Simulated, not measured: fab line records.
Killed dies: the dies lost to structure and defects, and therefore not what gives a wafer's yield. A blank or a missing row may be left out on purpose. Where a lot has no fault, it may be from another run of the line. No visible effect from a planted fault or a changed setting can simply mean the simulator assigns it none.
fab line records	flow sky130
record lots=12	wafers=34	lastDay=50
route steps=708 shown VIA3@575 CAP2M@603 PAD_OPEN@708
lots with no fault: from the same line, run without faults
startH: the number of hours between the record's first day and the start of the first shown wafer of the lot	waitH: hours since the lot's step before	" unchanged from the row above	L1.1+2: one row covering several wafers at once	- value missing, or start not given	* or withheld: withheld	< > ~ a bound
route shown NAME@n: NAME is a module with steps in the file, n the number in the route of the first one	usual: mean/standard deviation taken from wafers without a fault	same: alike in all rows	chamber/n: place in a boat	sites: per-site readings	_std_site: the values' standard deviation	_edge_site: the outer-site mean with the inner-site mean subtracted	radiusMm: for every site, how far away it sits from the centre of the wafer	mask NAME#n: copy n	behind: the last tool/chamber to shape the wafer	hold: why the lot went on hold/how many hours it stayed there/how the hold came to an end	device: the n, p or np transistor that did not switch	end of line: the tests these same wafers got at the end of their route	step lacking rows: just its recipe	killed: dies that structure and defects cost at the first sort, which is not the same as the wafer's yield	map: a wafer's dies, marking killed ones x, the rest . and places with no die _
set.NAME: the setting that was run; set.NAME@STEP: the one run at that earlier step	model.NAME: the simulator's own value behind a step, which no gauge read
steps of the route over a sample of lots; a table a step, a row a wafer
services: the hour from which a tool's chamber was out of use, counted from the record's first day as startH (under 0 if before that day), plus the number of hours and why
## steps
# step SKY_VIA3_CMP_02
# recipe material=SiO2	downForcePsi=4	platenRpm=60	padVelocityMS=0.94248
# usual motorCurrentA=12.1/0.96
lot.wafer	tool	chamber	startH	waitH	motorCurrentA
L276.1	cmp-01	1	900.21	0.1	10.7
L276.2	"	3	"	"	10.3
L276.3	"	0	"	"	12.9
L278.2	cmp-02	0	924.24	0.1	13.1
L278.1	"	1	"	"	12.2
L278.6	"	3	"	"	11.7
L279.2	cmp-01	3	926.93	0.0	9.9
L279.4	"	1	"	"	11.6
L279.6	"	0	"	"	12.8
L280.4	cmp-01	2	955.65	0.0	13.2
L280.3	"	3	"	"	9.9
L280.6	"	3	"	"	10.0
L281.2	cmp-01	0	960.27	0.0	12.8
L281.3	"	1	"	"	11.3
L281.5	"	0	"	"	12.9
L284.2	cmp-01	3	961.10	0.0	9.8
L284.1	"	0	"	"	12.6
L284.4	"	2	"	"	13.1
L285.3	cmp-01	2	966.50	0.1	12.9
L285.6	"	1	"	"	11.9
L285.5	"	2	"	"	12.5
L287.4	cmp-02	2	982.97	0.3	12.2
L287.3	"	0	"	"	13.0
L287.6	"	2	"	"	12.5
L289.1	cmp-02	2	992.86	0.1	12.6
L289.3	"	3	"	"	12.2
L289.6	"	2	"	"	11.8
L294.1	cmp-01	2	1027.36	0.1	12.8
L294.4	"	0	"	"	12.1
L295.1	cmp-01	3	1032.79	0.1	10.2
L295.4	"	2	"	"	12.9
L298.2	cmp-01	0	1048.01	0.1	13.1
L298.1	"	1	"	"	10.9
L298.5	"	3	"	"	10.2
# step SKY_VIA3_ETCH_15
# recipe target=SiO2	chemistry=C4F8/O2/Ar	targetDepthNm=507	stopOn=TiN	maskMaterial=KrF-thick	sourceW=1500	biasW=1200	pressureMtorr=40	c4f8FlowSccm=withheld	O2_flow_sccm=6	Ar_flow_sccm=300	timeS=78
# usual oesProductAu=0.945/0.0046
# same timeS=78
lot.wafer	tool	chamber	startH	waitH	oesProductAu
L276.1	rieDiel-03	1	925.49	0.0	0.939
L276.2	"	0	"	"	0.952
L276.3	"	2	"	"	0.950
L278.1	rieDiel-03	3	949.29	0.0	0.944
L278.2	"	2	"	"	0.939
L278.6	"	3	"	"	0.938
L279.2	rieDiel-03	0	951.89	0.0	0.941
L279.4	"	1	"	"	0.940
L279.6	"	3	"	"	0.944
L280.3	rieDiel-03	3	980.20	0.0	0.950
L280.4	"	0	"	"	0.945
L280.6	"	0	"	"	0.950
L281.2	rieDiel-04	1	985.34	0.0	0.941
L281.3	"	2	"	"	0.947
L281.5	"	1	"	"	0.946
L284.1	rieDiel-03	1	985.69	0.0	0.944
L284.2	"	0	"	"	0.946
L284.4	"	3	"	"	0.950
L285.3	rieDiel-04	0	991.64	0.0	0.942
L285.5	"	2	"	"	0.949
L285.6	"	3	"	"	0.941
L287.3	rieDiel-02	0	1006.55	0.0	0.934
L287.4	"	3	"	"	0.946
L287.6	"	2	"	"	0.941
L289.1	rieDiel-02	3	1016.40	0.0	0.945
L289.3	"	2	"	"	0.946
L289.6	"	1	"	"	0.957
L294.1	rieDiel-02	2	1049.85	0.0	0.903
L294.4	"	3	"	"	0.899
L295.1	rieDiel-04	2	1055.55	0.0	0.903
L295.4	"	1	"	"	0.901
L298.1	rieDiel-03	3	1069.49	0.0	0.908
L298.2	"	1	"	"	0.951
L298.5	"	1	"	"	0.943
# step SKY_VIA3_STRIP_16
# recipe chemistry=O2/N2	powerW=1400	pressureMtorr=1500	platenTempC=withheld	o2FlowSccm=3000	n2FlowSccm=300	overashFraction=0.5
# usual drypumpMotorCurrentA=5.28/0.26	oesProductAu=0.402/0.0046	stripTimeToEndpointS=4.131/0.024
lot.wafer	tool	chamber	startH	waitH	drypumpMotorCurrentA	oesProductAu	rfHoursCounterH	stripTimeToEndpointS
L276.1	plasmaAsher-02	0	925.55	0.0	5.62	0.409	19	4.146
L276.2	"	1	"	"	5.16	0.403	19	4.121
L276.3	"	0	"	"	5.64	0.404	-	4.123
L278.1	plasmaAsher-03	1	949.35	0.0	4.94	0.401	85	4.152
L278.2	"	0	"	"	5.48	0.401	85	4.145
L278.6	"	0	"	"	5.48	0.404	-	4.142
L279.2	plasmaAsher-03	1	951.95	0.0	4.96	0.397	85	4.130
L279.4	"	1	"	"	4.95	0.404	-	4.132
L279.6	"	1	"	"	4.95	0.399	-	4.121
L280.3	plasmaAsher-03	0	980.29	0.1	5.41	0.407	-	4.142
L280.4	"	1	"	"	4.91	0.403	-	4.153
L280.6	"	1	"	"	4.94	0.398	-	4.160
L281.2	plasmaAsher-03	0	985.40	0.0	5.45	0.402	88	4.116
L281.3	"	0	"	"	5.47	0.402	-	4.128
L281.5	"	1	"	"	4.96	0.397	-	4.128
L284.1	plasmaAsher-03	0	985.75	0.0	5.48	0.407	88	4.138
L284.2	"	1	"	"	4.93	0.397	88	4.109
L284.4	"	1	"	"	4.93	0.405	-	4.118
L285.3	plasmaAsher-02	0	991.73	0.1	5.62	0.400	-	4.133
L285.5	"	0	"	"	5.60	0.399	-	4.139
L285.6	"	1	"	"	5.15	0.395	-	4.118
L287.3	plasmaAsher-03	0	1006.64	0.1	5.40	0.402	-	4.154
L287.4	"	1	"	"	4.98	0.402	-	4.135
L287.6	"	1	"	"	4.97	0.404	-	4.152
L289.1	plasmaAsher-03	0	1016.46	0.0	5.48	0.412	92	4.142
L289.3	"	0	"	"	5.49	0.405	-	4.154
L289.6	"	0	"	"	5.47	0.394	-	4.153
L294.1	plasmaAsher-01	0	1049.91	0.0	5.16	0.408	64	4.146
L294.4	"	0	"	"	5.15	0.396	-	4.156
L295.1	plasmaAsher-02	1	1055.61	0.0	5.11	0.398	29	4.103
L295.4	"	0	"	"	5.65	0.397	-	4.104
L298.1	plasmaAsher-03	0	1069.55	0.0	5.49	0.409	98	4.125
L298.2	"	1	"	"	4.98	0.401	98	4.122
L298.5	"	0	"	"	5.46	0.405	-	4.137
# step SKY_VIA3_SPUTTER_20
# recipe material=TiN	targetThkNm=20	chamberPressurePa=5	powerW=4000	timeS=80
# usual throttleValvePct=29.9/0.82
# same timeS=80
lot.wafer	tool	chamber	startH	waitH	throttleValvePct
L276.1	pvdSputter-01	-	926.14	0.0	31.0
L276.2	"	-	"	"	30.7
L276.3	"	-	"	"	29.7
L278.1	pvdSputter-01	-	949.98	0.0	30.1
L278.2	"	-	"	"	31.1
L278.6	"	-	"	"	28.8
L279.2	pvdSputter-02	-	952.55	0.0	30.1
L279.4	"	-	"	"	30.0
L279.6	"	-	"	"	30.0
L280.3	pvdSputter-04	-	980.89	0.0	31.1
L280.4	"	-	"	"	30.0
L280.6	"	-	"	"	30.9
L281.2	pvdSputter-04	-	986.05	0.0	31.1
L281.3	"	-	"	"	30.3
L281.5	"	-	"	"	30.2
L284.1	pvdSputter-01	-	986.39	0.0	30.8
L284.2	"	-	"	"	29.6
L284.4	"	-	"	"	28.8
L285.3	pvdSputter-04	-	992.29	0.0	29.0
L285.5	"	-	"	"	28.7
L285.6	"	-	"	"	30.1
L287.3	pvdSputter-01	-	1007.37	0.0	29.0
L287.4	"	-	"	"	29.8
L287.6	"	-	"	"	31.1
L289.1	pvdSputter-02	-	1017.06	0.0	29.7
L289.3	"	-	"	"	30.5
L289.6	"	-	"	"	28.8
L294.1	pvdSputter-02	-	1050.50	0.0	30.3
L294.4	"	-	"	"	29.9
L295.1	pvdSputter-02	-	1056.24	0.0	28.5
L295.4	"	-	"	"	31.0
L298.1	pvdSputter-04	-	1070.21	0.0	28.8
L298.2	"	-	"	"	30.1
L298.5	"	-	"	"	30.9
# step SKY_CAP2M_CVD_00
# recipe material=SiO2	targetThkNm=15.5	tempC=400	timeS=withheld	rfW=450
# usual heaterPowerW=762/72
lot.wafer	tool	chamber	startH	waitH	heaterPowerW
L276.1	pecvd-01	1	926.96	0.0	745
L276.2	"	0	"	"	780
L276.3	"	2	"	"	808
L278.1	pecvd-04	2	950.80	0.0	858
L278.2	"	0	"	"	779
L278.6	"	1	"	"	660
L279.2	pecvd-01	0	953.36	0.0	743
L279.4	"	1	"	"	782
L279.6	"	0	"	"	770
L280.3	pecvd-04	2	981.87	0.0	884
L280.4	"	2	"	"	877
L280.6	"	1	"	"	730
L281.2	pecvd-04	2	987.05	0.0	868
L281.3	"	0	"	"	752
L281.5	"	2	"	"	842
L284.1	pecvd-03	0	987.21	0.0	723
L284.2	"	1	"	"	734
L284.4	"	2	"	"	876
L285.3	pecvd-01	1	993.11	0.0	750
L285.5	"	0	"	"	833
L285.6	"	2	"	"	776
L287.3	pecvd-01	0	1008.19	0.0	838
L287.4	"	2	"	"	650
L287.6	"	0	"	"	836
L289.1	pecvd-04	1	1017.88	0.0	777
L289.3	"	0	"	"	647
L289.6	"	0	"	"	651
L294.1	pecvd-03	1	1051.32	0.0	656
L294.4	"	2	"	"	808
L295.1	pecvd-04	1	1057.05	0.0	635
L295.4	"	2	"	"	820
L298.1	pecvd-01	1	1071.02	0.0	792
L298.2	"	0	"	"	794
L298.5	"	0	"	"	792
# step SKY_PAD_OPEN_PROBE_99
# usual defectLimitedYield=82.2/1.9	killed_at_M0_to_M3=43/6.5	killed_at_M4_up=3.5/1.9	killedAtContacts=24/5.4	killedAtFrontEnd=16/4.8	killedAtOther=0.4/0.64	killedDies=87/9.4	killedOpen=47/7	killedShort=40/6.3	sort_bin_3_pad_short=0.9/0.4	sort_bin_5_function=10.5/1.4	sort_bin_6_memory=6.3/1.1	sortNPass=405/9.4	sortYieldPct=82.2/1.9
# same grossDies=492	killedAtBackSide=0	sort_bin_4_leakage[%]=0	sort_bin_8_speed[%]=0
lot.wafer	tool	chamber	startH	waitH	defectLimitedYield[%]	killed_at_M0_to_M3	killed_at_M4_up	killedAtContacts	killedAtFrontEnd	killedAtOther	killedDies	killedOpen	killedShort	sort_bin_3_pad_short[%]	sort_bin_5_function[%]	sort_bin_6_memory[%]	sortNPass	sortYieldPct[%]
L284.1	prober-01	-	1124.51	0.1	78.5	60	1	25	20	0	106	56	50	0.8	14.2	6.5	386	78.5
L284.2	prober-01	-	1124.56	0.1	77.8	53	4	33	19	0	109	58	50	1.2	10.2	10.8	383	77.8
L284.4	prober-01	-	1124.66	0.2	81.3	48	3	28	13	0	92	51	41	0.6	10.2	7.9	400	81.3
L285.3	prober-02	-	1126.91	0.2	78.5	58	1	24	22	1	106	55	50	1.2	11.4	8.9	386	78.5
L285.5	prober-02	-	1127.01	0.2	81.5	43	1	25	21	1	91	45	46	1.0	10.2	7.3	401	81.5
L285.6	prober-02	-	1127.06	0.2	80.3	47	3	30	17	0	97	51	44	0.8	11.2	7.7	395	80.3
L295.1	prober-01	-	1179.54	0.1	84.1	40	1	24	13	0	78	47	31	0.4	10.4	5.1	414	84.1
# killed by level:class
L284.1 VIA1:geometricParticle:open=13 VIA2:geometricParticle:open=9 LI_CONTACT:geometricParticle:open=8 CONTACT:geometricParticle:open=8 METAL1:geometricParticle:short=8 VIA3:geometricParticle:open=7 FIELD_ISO:geometricParticle:short=6 VIA3:geometricParticle:short=6
L284.2 VIA1:geometricParticle:open=12 CONTACT:geometricParticle:open=10 METAL2:geometricParticle:short=9 LI_CONTACT:geometricParticle:open=9 VIA3:geometricParticle:open=8 CONTACT:geometricParticle:short=7 SPACER:geometricParticle:short=6 METAL1:geometricParticle:short=6
L284.4 VIA1:geometricParticle:open=13 LI_CONTACT:geometricParticle:open=10 VIA1:geometricParticle:short=8 VIA2:geometricParticle:open=8 VIA3:geometricParticle:open=7 CONTACT:geometricParticle:open=6 FIELD_ISO:geometricParticle:open=5 LI_CONTACT:geometricParticle:short=5
L285.3 VIA1:geometricParticle:open=15 CONTACT:geometricParticle:open=12 METAL2:geometricParticle:short=9 METAL1:geometricParticle:short=8 POLY_GATE:geometricParticle:short=6 VIA3:geometricParticle:open=6 LI_CONTACT:geometricParticle:open=5 VIA1:geometricParticle:short=5
L285.5 VIA1:geometricParticle:open=13 FIELD_ISO:geometricParticle:short=7 POLY_GATE:geometricParticle:short=7 CONTACT:geometricParticle:open=7 VIA1:geometricParticle:short=7 LI_CONTACT:geometricParticle:open=6 VIA2:geometricParticle:open=6 CONTACT:geometricParticle:short=5
L285.6 VIA1:geometricParticle:open=12 CONTACT:geometricParticle:open=11 CONTACT:geometricParticle:short=9 METAL1:geometricParticle:short=6 METAL2:geometricParticle:short=6 LI_CONTACT:geometricParticle:open=5 POLY_GATE:geometricParticle:short=4 SPACER:geometricParticle:open=4
L295.1 VIA1:geometricParticle:open=11 CONTACT:geometricParticle:open=8 VIA1:geometricParticle:short=7 LI_CONTACT:geometricParticle:open=7 LOCAL_INTERCONNECT:geometricParticle:short=7 VIA3:geometricParticle:open=7 POLY_GATE:geometricParticle:open=6 METAL1:geometricParticle:short=3
## services
tool	chamber	startH	hours	kind
pvdSputter-04	-	879.08	1.4	repair
pecvd-04	-	880.88	6.0	pm
rieDiel-02	1	887.22	10.5	repair
cmp-02	-	887.99	2.6	repair
plasmaAsher-03	-	889.01	2.0	repair
rieDiel-02	3	911.97	2.5	repair
cmp-02	-	912.00	4.0	pm
cmp-02	-	916.32	6.9	pm
plasmaAsher-03	-	924.04	1.0	repair
pvdSputter-04	-	933.97	2.4	repair
pecvd-01	1	944.22	7.4	repair
pecvd-01	1	969.05	7.7	repair
pecvd-01	2	979.98	4.4	repair
pvdSputter-02	-	982.11	11.9	repair
cmp-02	-	994.74	6.1	pm
rieDiel-03	-	995.79	3.9	repair
pvdSputter-04	-	1005.31	0.9	repair
pecvd-04	1	1010.24	3.5	repair
cmp-02	-	1014.51	2.5	repair
rieDiel-03	2	1039.05	7.4	repair
plasmaAsher-03	-	1049.81	0.6	repair
pecvd-01	-	1053.22	1.1	repair
pecvd-04	0	1058.25	9.4	repair
cmp-02	-	1068.86	0.3	repair
## key
firstSign step=SKY_VIA3_ETCH_15	reading=oesProductAu	direction=down	sigmas=9.3	usual=0.945	struck=0.903
effect none on later readings
metAt SKY_VIA3_CMP_02
struckLots L294,L295,L298
struckWafers L294.1,L294.4,L295.1,L295.4,L298.1
notActingAt SKY_VIA3_STRIP_16,SKY_VIA3_SPUTTER_20,SKY_CAP2M_CVD_00
onsetBetween 966.50 1027.36
fault kind=processParameterDrift	tool=cmp-01	chamber=-	onsetH=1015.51	steps=SKY_VIA3_CMP_02	channel=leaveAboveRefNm	offset=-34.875	shape=step	endH=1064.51	scope=struckWafersOnly	actsIn=theseRecipesOnly	stated=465
